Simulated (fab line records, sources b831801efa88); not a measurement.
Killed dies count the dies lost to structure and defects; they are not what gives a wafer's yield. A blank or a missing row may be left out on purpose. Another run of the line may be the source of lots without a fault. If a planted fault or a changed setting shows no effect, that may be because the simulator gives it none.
Which tool was responsible? | flow sky130 | 36 wafers from 12 lots sampled at 2 of the route's 708 steps

== WHAT EACH GAUGE READ, for each wafer ==
SKY_SONOS_ONO_THK_MEAS_05.
lot  | measured     | on            | SONOS_ONO_CVD_04_THK (nm)
L576 | day 11 16:09 | film_metro-02 | 5.71 5.71 5.80
L577 | day 12 04:47 | film_metro-01 | 5.69 5.73 5.63
L579 | day 13 02:52 | film_metro-02 | 5.72 5.63 5.61
L578 | day 13 05:17 | film_metro-02 | 5.58 5.66 5.70
L580 | day 13 14:45 | film_metro-03 | 5.74 5.82 5.66
L582 | day 13 20:38 | film_metro-02 | 5.54 5.53 5.53
L586 | day 15 13:16 | film_metro-03 | 5.67 5.52 5.59
L587 | day 15 21:27 | film_metro-02 | 5.50 5.55 5.56
L589 | day 16 18:41 | film_metro-03 | 5.68 5.71 5.62
L590 | day 17 01:25 | film_metro-01 | 4.93 5.11 5.17 5.00 5.07 5.12
L591 | day 17 09:26 | film_metro-02 | 5.04 5.09 5.01 4.99 5.09 5.01
L599 | day 20 10:58 | film_metro-02 | 5.63 5.65 5.62

== WHAT TOOL EACH LOT RAN ON (gives the tool, then ch and the chambers of the sampled wafers, and finally the start) ==
lot  | SKY_SONOS_ONO_CVD_04
L576 | lpcvd-03 ch 0, day 11 14:54
L577 | lpcvd-03 ch 0, day 12 03:32
L579 | lpcvd-03 ch 1, day 13 01:35
L578 | lpcvd-03 ch 0, day 13 04:00
L580 | lpcvd-03 ch 0, day 13 13:30
L582 | lpcvd-03 ch 0, day 13 19:23
L586 | lpcvd-03 ch 1, day 15 11:22
L587 | lpcvd-03 ch 0, day 15 20:11
L589 | lpcvd-03 ch 0, day 16 17:26
L590 | lpcvd-03 ch 1, day 17 00:09
L591 | lpcvd-03 ch 1, day 17 08:10
L599 | lpcvd-03 ch 1, day 20 09:41
- SKY_SONOS_ONO_CVD_04: deposits SiO2 from SiH4/N2O, target thk 5.7199 nm.

== AS READ BY THE TOOLS THEMSELVES (means over the sampled wafers that have a number; for cases with no such wafer, the mark the record gives instead) ==
SKY_SONOS_ONO_CVD_04.
lot  | tool     | pressure_mtorr (mTorr) | spike_tc_centre_C (C) | spike_tc_lower_C (C)
L576 | lpcvd-03 | 399.6                  | 899.3                 | 899.3
L577 | lpcvd-03 | 399.9                  | 899.6                 | 900.0
L579 | lpcvd-03 | 399.6                  | 901.5                 | 900.0
L578 | lpcvd-03 | 399.9                  | 899.8                 | 899.2
L580 | lpcvd-03 | 399.6                  | 898.8                 | 898.9
L582 | lpcvd-03 | 399.8                  | 898.7                 | 899.4
L586 | lpcvd-03 | 399.9                  | 901.7                 | 899.2
L587 | lpcvd-03 | 399.9                  | 898.2                 | 899.7
L589 | lpcvd-03 | 399.1                  | 898.5                 | 899.8
L590 | lpcvd-03 | 319.7                  | 901.9                 | 899.7
L591 | lpcvd-03 | 319.4                  | 902.9                 | 899.3
L599 | lpcvd-03 | 400.2                  | 900.9                 | 899.3

== THE ANSWER, worked out from the rows above alone ==
Rule: usual is defined by the lots themselves. Put in order of their means at a reading, lots are off if they are a third of the lots or fewer, leave a main group of 4 or more, and stand apart from it by a gap of 3 or more times the standard deviation of the main group's means; of several such gaps the widest counts. A main group whose means are all the same, to the digits that the tables above print for the reading, isn't used. A lot without any number at a reading at which 4 lots or more have one is off too. Any other lot the step has rows for is counted as sound. The gauges are gone through in route order, then the tools' own readings, and for those a lot's mean is taken as printed above. The first step at which some lot is off is used, and at that step the reading that is off furthest; a lot without a number counts as furthest.
Off: L590, L591, seen at SKY_SONOS_ONO_THK_MEAS_05 (SONOS_ONO_CVD_04_THK). Mean 5.64 nm and standard deviation 0.069 in the main group.
If a tool, at a process step before that reading, ran all the lots that are off and no sound lot after the first of them, it fits. Not tried: the gauges at SKY_SONOS_ONO_THK_MEAS_05; whatever is off there is also off at SKY_SONOS_ONO_CVD_04, on other tools, and gauge error can't account for it. Of those tried, none fits.

== WHAT WAS PUT IN BY THE SIMULATOR ==
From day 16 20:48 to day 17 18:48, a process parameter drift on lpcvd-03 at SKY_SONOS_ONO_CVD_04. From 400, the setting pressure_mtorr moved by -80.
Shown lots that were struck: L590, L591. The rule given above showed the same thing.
